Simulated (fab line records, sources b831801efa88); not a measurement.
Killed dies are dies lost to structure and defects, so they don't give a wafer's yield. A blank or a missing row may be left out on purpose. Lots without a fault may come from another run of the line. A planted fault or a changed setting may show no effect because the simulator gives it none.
fab line records | flow sfq_line
record lots=14 wafers=42 last_day=91
route steps=325 shown L0@13 M0@29 M1@71 R5@223
lots that met no fault: from a run of the same line without faults
start_h: hours from the record's first day to the start of the lot's first wafer shown | wait_h: hours since the lot's step before | " the same as in the row above | L1.1+2: a row that stands for several wafers | - no value, or no start given | * or withheld: withheld | < > ~ a bound
route shown NAME@n: a module of which the file shows steps, and the number in the route of the first | usual: mean/standard deviation of fault-free wafers | same: alike in all rows | chamber/n: place in a boat | sites: the reading at each site | _std_site: their standard deviation | _edge_site: outer sites' mean less inner sites' | radius_mm: how far each site lies from the wafer's centre | mask NAME#n: copy n | behind: the tool/chamber that last shaped the wafer | hold: why the lot was held/for how many hours/how that ended | device: the transistor (n, p or np) that didn't switch | end of line: the same wafers' tests at the end of the route | a step without rows: its recipe alone | killed: dies lost to structure and defects at the first sort, not the wafer's yield | map: a wafer's dies, x killed, . not, _ none there
set.NAME: the setting as run; set.NAME@STEP: as run at that earlier step | model.NAME: the simulator's own value behind a step, which no gauge read
steps of the route over a sample of lots; a table a step, a row a wafer
services: from which hour (start_h, from the record's first day; less than 0 if before it) a tool's chamber was out of use, for how many hours, and why
## steps
# step SFQ_TRILAYER_L0_ETCH_METAL_ETCH_008
# recipe target=MoNx_KI stop_on=SiO2 mask_material=PR chemistry=SF6/O2 target_depth_nm=50 icp_w=600 bias_w=80 pressure_mtorr=10 time_s=25
# usual drypump_motor_current_A=6.0/0.5 oes_product_au=0.876/0.007
# columns lot.wafer tool chamber start_h wait_h drypump_motor_current_A oes_product_au rf_hours_counter_h
L697.2 rie_metal-01 1 104.90 0.0 6.6 0.880 1
L697.4 " 1 " " 6.6 0.882 -
L697.5 " 1 " " 6.6 0.879 -
L698.3 rie_metal-01 0 109.72 0.0 5.5 0.876 -
L698.5 " 1 " " 6.6 0.886 -
L698.6 " 0 " " 5.5 0.878 -
L699.1 rie_metal-02 0 114.50 0.0 6.3 0.879 46
L699.4 " 1 " " 5.1 0.887 -
L699.6 " 1 " " 5.1 0.880 -
L701.1 rie_metal-04 0 119.30 0.0 6.2 0.877 15
L701.4 " 0 " " 6.2 0.874 -
L701.6 " 0 " " 6.2 0.875 -
L703.2 rie_metal-04 1 124.10 0.0 6.2 0.879 125
L703.4 " 0 " " 6.2 0.863 -
L703.6 " 1 " " 6.2 0.867 -
L704.3 rie_metal-04 0 128.92 0.0 6.2 0.876 -
L704.4 " 1 " " 6.2 0.879 -
L704.6 " 1 " " 6.3 0.882 -
L705.1 rie_metal-01 0 134.90 0.0 5.5 0.881 120
L705.2 " 1 " " 6.6 0.880 6
L705.6 " 1 " " 6.6 0.877 -
L708.2 rie_metal-02 0 149.35 0.0 6.3 0.875 51
L708.4 " 1 " " 5.1 0.885 -
L708.6 " 0 " " 6.3 0.880 -
L710.1 rie_metal-04 0 162.55 0.0 6.2 0.873 21
L710.3 " 1 " " 6.2 0.865 -
L710.4 " 0 " " 6.1 0.858 -
L712.2 rie_metal-04 1 176.25 0.0 6.2 0.866 131
L712.3 " 1 " " 6.2 0.883 -
L712.5 " 0 " " 6.2 0.884 -
L713.3 rie_metal-02 0 181.06 0.0 6.3 0.886 -
L713.4 " 1 " " 5.1 0.871 -
L713.6 " 0 " " 6.3 0.874 -
L714.1 rie_metal-04 1 187.05 0.0 6.2 0.881 133
L714.4 " 1 " " 6.2 0.877 -
L714.6 " 0 " " 6.2 0.873 -
L715.1 rie_metal-01 0 191.85 0.0 5.5 0.868 128
L715.2 " 1 " " 6.5 0.871 15
L715.4 " 0 " " 5.5 0.871 -
L720.2 rie_metal-01 1 231.70 0.0 6.6 0.871 19
L720.3 " 0 " " 5.5 0.875 -
L720.5 " 1 " " 6.6 0.883 -
# step SFQ_TRILAYER_M0_DEP_SPUTTER_019
# recipe material=Nb base_pressure_pa=1.33e-06 chamber_pressure_pa=0.1333 substrate_temp_c=20 resputter_cathode_voltage_v=400 target_thk_nm=200 power_w=2000 time_s=133.3
# usual chamber_pressure_pa=0.13329/0.00027 throttle_valve_pct=30.5/1.1
# columns lot.wafer tool chamber start_h wait_h chamber_pressure_pa throttle_valve_pct
L697.2 pvd_sputter-03 - 193.91 0.0 0.1331 30.9
L697.4 " - " " 0.13294 31.3
L697.5 " - " " 0.13315 30.9
L698.3 pvd_sputter-05 - 204.71 0.0 0.13322 29.5
L698.5 " - " " 0.13353 31.7
L698.6 " - " " 0.13347 31.6
L699.1 pvd_sputter-05 - 211.91 0.0 0.13307 32.1
L699.4 " - " " 0.13285 29.6
L699.6 " - " " 0.13295 32.1
L701.1 pvd_sputter-03 - 220.43 0.0 0.13318 30.1
L701.4 " - " " 0.13353 31.2
L701.6 " - " " 0.13305 30.3
L703.2 pvd_sputter-04 - 230.76 0.0 0.13325 30.6
L703.4 " - " " 0.1333 29.4
L703.6 " - " " 0.13375 28.0
L704.3 pvd_sputter-03 - 235.56 0.0 0.13301 31.2
L704.4 " - " " 0.13283 30.8
L704.6 " - " " 0.13338 31.2
L705.1 pvd_sputter-05 - 238.73 0.0 0.13325 32.1
L705.2 " - " " 0.13337 31.8
L705.6 " - " " 0.13292 29.7
L708.2 pvd_sputter-04 - 251.76 0.0 0.13378 27.9
L708.4 " - " " 0.13309 31.0
L708.6 " - " " 0.1332 30.7
L710.1 pvd_sputter-05 - 270.06 0.0 0.13315 32.0
L710.3 " - " " 0.13364 29.8
L710.4 " - " " 0.13323 31.6
L712.2 pvd_sputter-03 - 286.68 0.0 0.13343 30.6
L712.3 " - " " 0.13312 31.0
L712.5 " - " " 0.13351 31.2
L713.3 pvd_sputter-04 - 293.88 0.0 0.13338 30.9
L713.4 " - " " 0.13364 31.2
L713.6 " - " " 0.13306 30.8
L714.1 pvd_sputter-03 - 304.68 0.0 0.13368 30.7
L714.4 " - " " 0.13357 31.0
L714.6 " - " " 0.13324 31.2
L715.1 pvd_sputter-04 - 305.90 0.0 0.1332 31.3
L715.2 " - " " 0.13371 30.8
L715.4 " - " " 0.13352 27.8
L720.2 pvd_sputter-03 - 356.02 0.0 0.13281 30.0
L720.3 " - " " 0.13292 31.0
L720.5 " - " " 0.13367 30.7
# step SFQ_M0_RS_MEAS_904
# recipe thk_meas_gauge=four-point-probe reads=Nb_of_TRILAYER_M0_DEP_SPUTTER_019
# usual M0_NB_RS=0.891/0.0078
# columns lot.wafer tool chamber start_h wait_h M0_NB_RS[ohm/sq]
L697.2 film_metro-04 - 194.02 0.1 0.879
L697.4 " - " " 0.896
L697.5 " - " " 0.883
L698.3 film_metro-01 - 204.84 0.1 0.870
L698.5 " - " " 0.872
L698.6 " - " " 0.873
L699.1 film_metro-04 - 212.00 0.0 0.885
L699.4 " - " " 0.887
L699.6 " - " " 0.880
L701.1 film_metro-03 - 220.53 0.0 0.890
L701.4 " - " " 0.896
L701.6 " - " " 0.889
L703.2 film_metro-01 - 230.87 0.1 0.886
L703.4 " - " " 0.882
L703.6 " - " " 0.889
L704.3 film_metro-04 - 235.69 0.1 0.884
L704.4 " - " " 0.890
L704.6 " - " " 0.886
L705.1 film_metro-04 - 238.83 0.0 0.895
L705.2 " - " " 0.899
L705.6 " - " " 0.898
L708.2 film_metro-03 - 251.87 0.1 0.905
L708.4 " - " " 0.900
L708.6 " - " " 0.893
L710.1 film_metro-04 - 270.16 0.0 0.886
L710.3 " - " " 0.894
L710.4 " - " " 0.899
L712.2 film_metro-03 - 286.80 0.1 0.894
L712.3 " - " " 0.890
L712.5 " - " " 0.888
L713.3 film_metro-03 - 294.02 0.1 1.206
L713.4 " - " " 1.199
L713.6 " - " " 1.202
L714.1 film_metro-01 - 304.78 0.0 0.894
L714.4 " - " " 0.888
L714.6 " - " " 0.891
L715.1 film_metro-03 - 305.99 0.0 1.200
L715.2 " - " " 1.170
L715.4 " - " " 1.176
L720.2 film_metro-03 - 356.13 0.1 0.878
L720.3 " - " " 0.905
L720.5 " - " " 0.892
# step SFQ_TRILAYER_M0_ETCH_METAL_ETCH_024
# recipe target=Nb stop_on=SiO2 mask_material=PR chemistry=Cl2/Ar target_depth_nm=240 icp_w=600 bias_w=80 pressure_mtorr=10.49 time_s=120
# usual drypump_motor_current_A=5.8/0.49 oes_product_au=0.893/0.006
# columns lot.wafer tool chamber start_h wait_h drypump_motor_current_A oes_product_au rf_hours_counter_h
L697.2 rie_metal-04 0 309.98 0.0 6.2 0.888 40
L697.4 " 0 " " 6.2 0.899 -
L697.5 " 1 " " 6.2 0.899 -
L698.3 rie_metal-04 0 322.02 0.1 6.2 0.901 -
L698.5 " 1 " " 6.2 0.901 -
L698.6 " 0 " " 6.2 0.907 -
L699.1 rie_metal-04 0 332.78 0.0 6.2 0.891 42
L699.4 " 0 " " 6.2 0.895 -
L699.6 " 0 " " 6.2 0.905 -
L701.1 rie_metal-03 1 335.18 0.0 5.3 0.891 141
L701.4 " 0 " " 5.5 0.888 -
L701.6 " 0 " " 5.5 0.895 -
L703.2 rie_metal-03 1 337.58 0.0 5.2 0.896 141
L703.4 " 1 " " 5.2 0.891 -
L703.6 " 1 " " 5.2 0.902 -
L704.3 rie_metal-02 0 338.82 0.1 6.3 0.905 -
L704.4 " 1 " " 5.1 0.888 -
L704.6 " 0 " " 6.3 0.896 -
L705.1 rie_metal-04 0 339.98 0.0 6.2 0.894 44
L705.2 " 1 " " 6.2 0.881 152
L705.6 " 0 " " 6.2 0.889 -
L708.2 rie_metal-04 0 375.59 0.0 6.2 0.889 48
L708.4 " 0 " " 6.2 0.887 -
L708.6 " 1 " " 6.2 0.895 -
L710.1 rie_metal-04 1 393.72 0.0 6.2 0.891 157
L710.3 " 0 " " 6.2 0.894 -
L710.4 " 1 " " 6.2 0.893 -
L712.2 rie_metal-02 0 411.74 0.1 6.3 0.894 90
L712.3 " 0 " " 6.3 0.893 -
L712.5 " 1 " " 5.1 0.892 -
L713.3 rie_metal-04 0 423.86 0.1 6.2 0.761 -
L713.4 " 0 " " 6.2 0.759 -
L713.6 " 0 " " 6.1 0.765 -
L714.1 rie_metal-03 1 440.14 0.0 5.3 0.883 0
L714.4 " 0 " " 5.5 0.893 -
L714.6 " 0 " " 5.5 0.891 -
L715.1 rie_metal-02 0 442.54 0.0 6.3 0.754 95
L715.2 " 1 " " 5.1 0.773 27
L715.4 " 1 " " 5.1 0.768 -
L720.2 rie_metal-02 1 503.87 0.0 5.1 0.904 35
L720.3 " 1 " " 5.1 0.885 -
L720.5 " 0 " " 6.3 0.889 -
# step SFQ_TRILAYER_M1_STRIP_STRIP_043
# recipe gas=O2 power_w=200 platen_temp_c=40 overash_fraction=0.65 chemistry=O2 pressure_mtorr=50
# usual drypump_motor_current_A=6.0/0.49 oes_product_au=1.006/0.0098
# columns lot.wafer tool chamber start_h wait_h drypump_motor_current_A oes_product_au rf_hours_counter_h
L697.2 rie_metal-04 1 604.40 0.1 6.2 1.009 24
L697.4 " 1 " " 6.2 1.016 -
L697.5 " 0 " " 6.2 1.001 -
L698.3 rie_metal-04 1 611.80 0.2 6.2 1.025 -
L698.5 " 1 " " 6.2 1.022 -
L698.6 " 0 " " 6.2 1.007 -
L699.1 rie_metal-02 1 620.00 0.1 5.1 0.995 52
L699.4 " 0 " " 6.3 0.990 -
L699.6 " 1 " " 5.1 1.015 -
L701.1 rie_metal-02 0 624.93 0.1 6.3 0.987 121
L701.4 " 0 " " 6.3 0.995 -
L701.6 " 1 " " 5.1 1.004 -
L703.2 rie_metal-01 0 635.79 0.1 5.5 1.001 23
L703.4 " 1 " " 6.5 0.987 -
L703.6 " 1 " " 6.6 0.996 -
L704.3 rie_metal-04 0 637.13 0.2 6.2 1.011 -
L704.4 " 1 " " 6.2 1.002 -
L704.6 " 0 " " 6.2 1.001 -
L705.1 rie_metal-02 0 640.53 0.1 6.3 0.985 124
L705.2 " 1 " " 5.1 1.014 55
L705.6 " 1 " " 5.1 1.013 -
L708.2 rie_metal-02 1 682.65 0.1 5.1 1.007 60
L708.4 " 0 " " 6.3 0.993 -
L708.6 " 1 " " 5.1 1.021 -
L710.1 rie_metal-01 1 703.30 0.1 6.6 0.990 79
L710.3 " 1 " " 6.6 0.982 -
L710.4 " 0 " " 5.5 0.992 -
L712.2 rie_metal-02 0 718.90 0.1 6.3 1.004 135
L712.3 " 0 " " 6.3 1.004 -
L712.5 " 0 " " 6.3 1.007 -
L713.3 rie_metal-04 1 728.35 0.2 6.2 1.025 -
L713.4 " 0 " " 6.2 1.002 -
L713.6 " 0 " " 6.2 1.008 -
L714.1 rie_metal-04 0 737.88 0.1 6.2 1.015 101
L714.4 " 0 " " 6.2 1.003 -
L714.6 " 0 " " 6.2 1.002 -
L715.1 rie_metal-04 0 741.48 0.1 6.1 0.994 102
L715.2 " 1 " " 6.2 1.019 44
L715.4 " 1 " " 6.2 1.015 -
L720.2 rie_metal-02 1 803.11 0.4 5.1 1.015 -
L720.3 " 1 " " 5.1 1.011 -
L720.5 " 1 " " 5.1 1.008 -
# step SFQ_R5_OVL_MEAS_935
# usual R5_OVL=1/5.4
# columns lot.wafer tool chamber start_h wait_h R5_OVL[nm]
L697.2 overlay-01 - 1468.73 0.1 3
L697.4 " - " " -2
L697.5 " - " " -1
L698.3 overlay-01 - 1473.53 0.1 -3
L698.5 " - " " -5
L698.6 " - " " -3
L699.1 overlay-02 - 1474.72 0.1 1
L699.4 " - " " 0
L699.6 " - " " -2
L701.1 overlay-01 - 1481.92 0.1 -1
L701.4 " - " " -1
L701.6 " - " " -3
L703.2 overlay-02 - 1501.38 0.1 -3
L703.4 " - " " -9
L703.6 " - " " 2
L704.3 overlay-02 - 1511.71 0.1 0
L704.4 " - " " -1
L704.6 " - " " 0
L705.1 overlay-02 - 1514.10 0.1 -3
L705.2 " - " " -6
L705.6 " - " " -6
L708.2 overlay-02 - 1563.56 0.1 0
L708.4 " - " " 3
L708.6 " - " " -4
L710.1 overlay-01 - 1570.88 0.1 -4
L710.3 " - " " -1
L710.4 " - " " -1
L712.2 overlay-01 - 1580.19 0.1 -3
L712.3 " - " " -2
L712.5 " - " " -3
L713.3 overlay-01 - 1583.80 0.1 12
L713.4 " - " " 12
L713.6 " - " " 10
L714.1 overlay-01 - 1588.59 0.1 6
L714.4 " - " " 12
L714.6 " - " " 10
L715.1 overlay-01 - 1596.99 0.1 -5
L715.2 " - " " -3
L715.4 " - " " -5
L720.2 overlay-02 - 1637.84 0.1 13
L720.3 " - " " 3
L720.5 " - " " 5
## services
# columns tool chamber start_h hours kind
rie_metal-02 - 109.59 1.4 pm
pvd_sputter-03 - 129.98 1.9 repair
rie_metal-02 1 248.22 7.3 repair
pvd_sputter-04 - 270.91 3.5 repair
rie_metal-01 - 287.88 2.8 pm
pvd_sputter-03 - 296.90 1.2 repair
pvd_sputter-05 - 301.96 8.2 repair
rie_metal-01 1 334.87 6.0 repair
rie_metal-04 1 356.45 7.3 repair
rie_metal-02 - 370.97 0.1 repair
rie_metal-04 0 372.34 1.0 repair
rie_metal-02 1 380.56 1.4 repair
rie_metal-01 - 416.17 0.2 repair
rie_metal-04 - 438.10 2.8 pm
rie_metal-02 - 474.70 2.8 pm
rie_metal-04 - 599.17 0.8 repair
rie_metal-04 - 602.17 0.3 repair
rie_metal-02 - 641.13 10.0 pm
rie_metal-04 0 667.27 3.8 repair
rie_metal-04 - 673.15 1.4 pm
pvd_sputter-03 - 724.75 2.4 repair
pvd_sputter-03 - 737.84 5.4 repair
pvd_sputter-03 - 748.91 6.1 repair
rie_metal-04 - 789.94 2.1 repair
## key
first_sign step=SFQ_M0_RS_MEAS_904 reading=M0_NB_RS direction=up sigmas=39 usual=0.891 struck=1.192
effect step=SFQ_TRILAYER_M0_ETCH_METAL_ETCH_024 reading=oes_product_au direction=down sigmas=22 usual=0.893 struck=0.763
met_at SFQ_TRILAYER_M0_DEP_SPUTTER_019
struck_lots L713,L715
not_acting_at SFQ_TRILAYER_L0_ETCH_METAL_ETCH_008,SFQ_TRILAYER_M1_STRIP_STRIP_043,SFQ_R5_OVL_MEAS_935
onset_between 251.76 293.88
fault kind=process_parameter_drift tool=pvd_sputter-04 chamber=- onset_h=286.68 steps=SFQ_TRILAYER_M0_DEP_SPUTTER_019 channel=target_thk_nm offset=-49.6 shape=step end_h=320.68 acts_in=these_recipes_only stated=200
